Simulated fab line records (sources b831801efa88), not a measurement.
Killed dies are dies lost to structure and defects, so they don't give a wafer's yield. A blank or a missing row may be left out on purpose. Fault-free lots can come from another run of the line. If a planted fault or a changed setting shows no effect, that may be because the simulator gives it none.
The tool behind it: which one?	flow sky130	13 lots with 39 wafers sampled at 4 steps, on a route of 708 steps

## WHAT THE GAUGES READ, wafer by wafer
SKY_PASSIVATION_THK_MEAS_03.
lot	measured	on	PASSIVATION_CVD_02_THK (nm)
L477	day 43 17:35	filmMetro-02	535 545 550
L478	day 43 19:19	filmMetro-02	536 532 544
L483	day 45 16:23	filmMetro-04	545 538 538
L484	day 45 19:13	filmMetro-02	543 549 548
L485	day 45 21:25	filmMetro-02	532 540 546
L487	day 46 07:53	filmMetro-01	528 529 542
L489	day 46 20:57	filmMetro-01	532 538 535
L492	day 47 17:23	filmMetro-04	536 525 535
L493	day 47 22:20	filmMetro-01	550 538 551
L496	day 48 20:29	filmMetro-01	539 541 550
L497	day 48 22:55	filmMetro-01	522 551 543
L499	day 49 05:04	filmMetro-04	538 547 554
L500	day 49 09:19	filmMetro-02	543 552 545

## WHAT TOOL EACH LOT RAN ON (gives the tool, then ch and the chambers of the sampled wafers, and finally the start)
lot	SKY_LDD_P_STRIP_10	SKY_METAL5_SPUTTER_02	SKY_METAL5_DESCUM_14
L477	plasmaAsher-04 ch 0,1, day 18 17:46	pvdSputter-01, day 42 17:37	rieMetal-01 ch 0,1, day 43 16:23
L478	plasmaAsher-03 ch 0,1, day 18 23:26	pvdSputter-01, day 42 19:25	rieMetal-01 ch 0,1, day 43 18:08
L483	plasmaAsher-04 ch 0,1, day 21 08:02	pvdSputter-01, day 44 17:14	rieMetal-01 ch 0,1, day 45 14:43
L484	plasmaAsher-02 ch 0,1, day 21 16:17	pvdSputter-04, day 44 20:32	rieMetal-01 ch 0,1, day 45 18:03
L485	plasmaAsher-02 ch 0,1, day 21 22:22	pvdSputter-04, day 44 22:52	rieMetal-03 ch 0, day 45 20:15
L487	plasmaAsher-04 ch 0,1, day 22 13:41	pvdSputter-04, day 45 10:19	rieMetal-04 ch 0,1, day 46 06:42
L489	plasmaAsher-04 ch 0, day 23 12:53	pvdSputter-01, day 45 23:11	rieMetal-04 ch 0,1, day 46 19:47
L492	plasmaAsher-04 ch 0,1, day 24 13:20	pvdSputter-02, day 46 19:53	rieMetal-04 ch 0,1, day 47 16:05
L493	plasmaAsher-04 ch 0,1, day 24 23:20	pvdSputter-01, day 47 02:20	rieMetal-01 ch 0,1, day 47 21:06
L496	plasmaAsher-03 ch 0,1, day 26 03:50	pvdSputter-01, day 48 02:14	rieMetal-03 ch 0,1, day 48 19:19
L497	plasmaAsher-03 ch 0,1, day 26 15:55	pvdSputter-02, day 48 03:06	rieMetal-03 ch 0,1, day 48 21:44
L499	plasmaAsher-03 ch 1, day 26 21:05	pvdSputter-04, day 48 10:01	rieMetal-03 ch 0,1, day 49 03:51
L500	plasmaAsher-03 ch 0,1, day 27 09:20	pvdSputter-02, day 48 14:32	rieMetal-01 ch 0, day 49 08:06
- SKY_LDD_P_STRIP_10: strips in O2/N2.
- SKY_METAL5_SPUTTER_02: material AlCu, target thk 1150 nm, time 61.2 s.
- SKY_METAL5_DESCUM_14: chemistry O2, time 11 s.

## WHAT THE TOOLS THEMSELVES READ (means of the sampled wafers that have a number; where no wafer has one, the mark that the record gives instead)
SKY_LDD_P_STRIP_10.
lot	tool	drypumpMotorCurrentA (A)	oesProductAu (a.u.)	stripTimeToEndpointS (s)
L477	plasmaAsher-04	5.8	0.714	14.25
L478	plasmaAsher-03	6.0	0.716	14.12
L483	plasmaAsher-04	5.6	0.714	14.16
L484	plasmaAsher-02	5.3	0.712	14.17
L485	plasmaAsher-02	5.1	0.718	14.14
L487	plasmaAsher-04	5.7	0.712	14.09
L489	plasmaAsher-04	5.9	0.714	14.19
L492	plasmaAsher-04	5.8	0.715	14.26
L493	plasmaAsher-04	5.7	0.711	14.20
L496	plasmaAsher-03	6.1	0.712	14.14
L497	plasmaAsher-03	6.0	0.713	14.15
L499	plasmaAsher-03	6.2	0.718	14.18
L500	plasmaAsher-03	6.0	0.711	14.19

SKY_METAL5_SPUTTER_02.
lot	tool	throttleValvePct (%)
L477	pvdSputter-01	29.6
L478	pvdSputter-01	29.8
L483	pvdSputter-01	29.9
L484	pvdSputter-04	30.4
L485	pvdSputter-04	31.0
L487	pvdSputter-04	29.7
L489	pvdSputter-01	29.8
L492	pvdSputter-02	29.1
L493	pvdSputter-01	29.6
L496	pvdSputter-01	29.4
L497	pvdSputter-02	29.4
L499	pvdSputter-04	29.8
L500	pvdSputter-02	28.9

SKY_METAL5_DESCUM_14.
lot	tool	drypumpMotorCurrentA (A)	oesProductAu (a.u.)
L477	rieMetal-01	6.07	1.000
L478	rieMetal-01	6.08	1.004
L483	rieMetal-01	5.89	1.001
L484	rieMetal-01	6.06	0.998
L485	rieMetal-03	5.43	1.002
L487	rieMetal-04	5.75	1.012
L489	rieMetal-04	5.76	1.014
L492	rieMetal-04	5.77	1.004
L493	rieMetal-01	6.09	1.010
L496	rieMetal-03	5.63	0.995
L497	rieMetal-03	5.65	0.985
L499	rieMetal-03	5.64	0.996
L500	rieMetal-01	6.26	1.012

## THE ANSWER, worked out from the rows above alone
Rule: what is usual is taken from the lots themselves. Put in order of their means at a reading, lots are off if they are a third of the lots or fewer, leave a main group of 4 or more, and stand apart from it by a gap of 3 or more times the standard deviation of the main group's means; of several such gaps the widest counts. A main group whose means are all the same, to the digits that the tables above print for the reading, isn't used. A lot without any number at a reading at which 4 lots or more have one is off too. Where the step has rows for the other lots, those lots are counted as sound. Order of review: gauges by route order, followed by the tools' own readings, for which a lot's mean as printed above is used. At the first step where some lot is off, the reading lying furthest off is the one used; lots without a number count as furthest.
Nothing can be told from this: no lot is off at any reading shown.

## WHAT WAS PUT IN BY THE SIMULATOR
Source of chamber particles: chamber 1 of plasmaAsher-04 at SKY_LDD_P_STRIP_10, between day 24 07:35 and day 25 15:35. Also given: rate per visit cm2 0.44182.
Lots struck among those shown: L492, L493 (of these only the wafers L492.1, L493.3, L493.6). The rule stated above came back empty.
